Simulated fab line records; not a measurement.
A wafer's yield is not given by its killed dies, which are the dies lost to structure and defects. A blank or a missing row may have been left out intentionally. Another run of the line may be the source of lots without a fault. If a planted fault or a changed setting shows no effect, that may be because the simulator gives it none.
Split-lot trial | flow sfq-line | route with 325 steps; 5 lots, 27 wafers read

SPLIT DETAILS
At SFQ_TRILAYER_M4_BARC_OPEN_METAL_ETCH_123 (etches BARC in O2, target depth 125 nm, time 41.7 s), the setting time-s was moved away from the recipe's 41.7 s on 9 of the 27 wafers read, by -36.9% to +53.4%. All remaining wafers had this setting at the recipe value.

The split's own step is where the reading is taken.

THE READING
KrF_of_TRILAYER_M4_LITHO_COAT_093.thk-nm (the simulator's own value, which no gauge read), in nm, at SFQ_TRILAYER_M4_BARC_OPEN_METAL_ETCH_123 (etches BARC in O2, target depth 125 nm, time 41.7 s). No usual value for it is given in the file. Here, 18 wafers ran the recipe; their average is 521.3 nm with a standard deviation of 1.4 nm.

wafer  | tool, chamber at the split | time-s as run, s | against the recipe | KrF_of_TRILAYER_M4_LITHO_COAT_093.thk-nm, nm | against lot-mates on the recipe
L074.1 | rie-metal-03, 0            | 26.3             | -36.9%             | 542.4                                        | +19.0
L074.2 | rie-metal-03, 1            | 41.7             | recipe             | 524.2                                        | -
L074.3 | rie-metal-03, 0            | 41.7             | recipe             | 523.9                                        | -
L074.4 | rie-metal-03, 1            | 26.3             | -36.9%             | 542.9                                        | +19.5
L074.5 | rie-metal-03, 0            | 41.7             | recipe             | 522.1                                        | -
L074.6 | rie-metal-03, 1            | 26.3             | -36.9%             | 543.6                                        | +20.2
L080.1 | rie-metal-04, 0            | 41.7             | recipe             | 521.1                                        | -
L080.2 | rie-metal-04, 1            | 41.7             | recipe             | 520.8                                        | -
L080.5 | rie-metal-04, 1            | 41.7             | recipe             | 519.3                                        | -
L081.1 | rie-metal-04, 0            | 63.96            | +53.4%             | 492.6                                        | -27.5
L081.2 | rie-metal-04, 1            | 63.96            | +53.4%             | 491.3                                        | -28.8
L081.3 | rie-metal-04, 0            | 63.96            | +53.4%             | 492.2                                        | -27.9
L081.4 | rie-metal-04, 1            | 41.7             | recipe             | 518.8                                        | -
L081.5 | rie-metal-04, 1            | 41.7             | recipe             | 521.6                                        | -
L081.6 | rie-metal-04, 0            | 41.7             | recipe             | 520                                          | -
L083.1 | rie-metal-02, 0            | 59.23            | +42.0%             | 500                                          | -20.5
L083.2 | rie-metal-02, 1            | 41.7             | recipe             | 520                                          | -
L083.3 | rie-metal-02, 0            | 59.23            | +42.0%             | 500.4                                        | -20.1
L083.4 | rie-metal-02, 1            | 59.23            | +42.0%             | 499.9                                        | -20.6
L083.5 | rie-metal-02, 0            | 41.7             | recipe             | 520.9                                        | -
L083.6 | rie-metal-02, 1            | 41.7             | recipe             | 520.5                                        | -
L084.1 | rie-metal-03, 1            | 41.7             | recipe             | 522.9                                        | -
L084.2 | rie-metal-03, 1            | 41.7             | recipe             | 522                                          | -
L084.3 | rie-metal-03, 1            | 41.7             | recipe             | 522.7                                        | -
L084.4 | rie-metal-03, 1            | 41.7             | recipe             | 521.4                                        | -
L084.5 | rie-metal-03, 1            | 41.7             | recipe             | 520.6                                        | -
L084.6 | rie-metal-03, 1            | 41.7             | recipe             | 521.3                                        | -

FIT RESULTS
A straight line over all 27 wafers: KrF_of_TRILAYER_M4_LITHO_COAT_093.thk-nm changes by -0.548 nm for each +1% of time-s; r = -1.00; the points scatter about the line by 1.4 nm.
The same after taking each lot's own level away (the mean of its wafers on the recipe; 27 wafers): -0.516 nm for each +1%; r = -1.00; scatter 0.91 nm.
According to that fit, moving time-s by its largest amount changes the reading by 28 nm.
From 520.13 to 523.40 nm: that is the span of the lots' own levels, equal to 2.3 times the standard deviation above.
Hence the lot-to-lot level has little effect on the slope; both slopes agree.
Check: for one of the wafers moved furthest among these (+53.4%), held out of the fit, the line's prediction against its lot-mates is -27.4 nm. Against them it came out at -27.5 nm.
Tool readings at the split's step, against how far the setting was moved: oes-product-au r = -0.81.

THE OTHER SPLITS THESE WAFERS WENT THROUGH
Other splits were also applied to these wafers ahead of the reading. Each is held against what the fit with the lots' levels taken away leaves over:
other split on the same wafers                  | wafers away from the commonest value | r with KrF_of_TRILAYER_M4_LITHO_COAT_093.thk-nm (lot level and that fit taken away)
SFQ_TRILAYER_L0_DEP_SPUTTER_003 time-s          | 12                                   | +0.00
SFQ_TRILAYER_M0_DEP_SPUTTER_019 time-s          | 12                                   | +0.03
SFQ_TRILAYER_M1_BARC_OPEN_METAL_ETCH_054 time-s | 12                                   | -0.12
SFQ_TRILAYER_I1_DEP_PECVD_045 time-s            | 9                                    | +0.03
SFQ_TRILAYER_M3_ETCH_METAL_ETCH_078 time-s      | 9                                    | +0.10

THE WHOLE CHAIN: every reading that the file lists as answering this split, in the file's order
step                                     | what it does                                        | reading                                                                                   | change (the file's fit)                                                              | r (the file's)
SFQ_TRILAYER_M4_BARC_OPEN_METAL_ETCH_123 | etches BARC in O2, target depth 125 nm, time 41.7 s | oes-product-au                                                                            | not straight: 0.861 at the lowest setting, 0.683 at the recipe, 0.636 at the highest | not given
SFQ_TRILAYER_M4_BARC_OPEN_METAL_ETCH_123 | etches BARC in O2, target depth 125 nm, time 41.7 s | KrF_of_TRILAYER_M4_LITHO_COAT_093.thk-nm (the simulator's own value, which no gauge read) | -0.515 nm for each +1% of the setting                                                | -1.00

THE FILE'S OWN FIT
KrF_of_TRILAYER_M4_LITHO_COAT_093.thk-nm changes by -0.515 nm for each +1% of time-s, r = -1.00.
